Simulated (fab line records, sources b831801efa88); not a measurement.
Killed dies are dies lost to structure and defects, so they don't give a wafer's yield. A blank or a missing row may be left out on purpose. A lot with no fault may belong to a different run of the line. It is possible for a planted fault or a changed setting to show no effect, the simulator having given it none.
Struck lot and sound lot, side by side	flow gf180mcu	15 steps out of a route of 602
Sound: wafers L107.1, L107.5, L107.6. Wafers struck: L115.1, L115.3, L115.5. The cause is named last.
Each step with rows lists, per side, the tool, then ch with its chambers, then its first start. Under that, the readings that differ: sound wafers	struck wafers	difference of the means	sigmas: that difference in standard deviations of wafers without a fault.
alike: words and numbers the same on both sides, and readings whose means are apart by under 2 such deviations; not compared: readings that were withheld, readings missing a value for some wafer, numbers with overlapping values and no deviation given by the record, and bounds like >300 which may hide the same value.
The two part at a step that has a row with sigmas, a row that says differs or no value, or rows on one side only. Non-overlapping numbers with no deviation appear without sigmas and do not part them. A reading missing from all wafers of one side parts the sides only when that side holds two or more wafers.

first, 7 steps without rows for these wafers: GF_V4_HMDS_07 (prime time 60 s); GF_V4_COAT_08; GF_V4_COAT_09 (resist thk 1000 nm); GF_V4_SOFTBAKE_10 (time 60 s); GF_V4_EXPOSE_11 (exposes mask Via4, target cd 260 nm); GF_V4_PEB_12 (peb time 90 s); GF_V4_DEVELOP_13 (develop time 60 s).
GF_V4_CD_MEAS_14 targets a cd of 260 nm.
  sound: cd_sem-01 at day 28 07:55; struck: cd_sem-01 at day 30 01:43
  alike: cd_nm
GF_V4_OVL_MEAS_15:
  sound: overlay-01 at day 28 08:02; struck: overlay-02 at day 30 01:50
  alike: V4_OVL
GF_V4_ETCH_16: etches BARC in N2/H2.
  sound on rie_diel-03 ch 0,3, day 28 08:05; struck on rie_diel-01 ch 1,3, day 30 01:53
  alike: drypump_motor_current_A, oes_product_au, throttle_valve_pct
GF_V4_ETCH_17: etches SiO2 in C4F8/O2/Ar, stops on TiN, target depth 630 nm.
  sound on rie_diel-03 ch 0,3; struck on rie_diel-01 ch 1,3
  alike: oes_product_au
GF_V4_STRIP_18: strips in O2/N2.
  sound on plasma_asher-03 ch 0,1, day 28 08:13; struck on plasma_asher-03 ch 0, day 30 02:01
  alike: chamber_pressure_mTorr, drypump_motor_current_A, heater_power_w, oes_product_au
  not compared: rf_hours_counter_h
GF_V4_STRIP_19: strips in post etch residue remover, time 1200 s.
  sound on wet_bench-03 ch 0, day 28 08:19; struck on wet_bench-04 ch 3, day 30 02:07
  no value came back on the struck wafers for bath_guard_temp_C (C), bath_heat_duty_pct (%); on the sound wafers bath_guard_temp_C (C) reads 72.6 72.7 72.5
then, 1 step without rows for these wafers: GF_V4_CLEAN_20 (cleans in DIW).
-- the record jumps here: 4 days lie between the struck wafers' starts before and after (it left off in module V4 and takes up again in module PASSIVATION, whose first step shown is number 602 of the route) --
GF_PASSIVATION_PROBE_99:
  sound: prober-01 at day 32 12:04; struck: prober-01 at day 34 00:37
reading	sound	struck	difference	sigmas
model.etest.via4_chain.rc_ohm	6.149 6.409 6.586	7.561 8.126 7.767	+1.437	

## WHERE THEY PART
At GF_V4_STRIP_19 and nowhere else, as far as this record goes.

WHY: whatever the simulator had introduced
Step skipped in full: wet_bench-04, at GF_V4_STRIP_19, from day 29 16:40 onward. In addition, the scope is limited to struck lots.
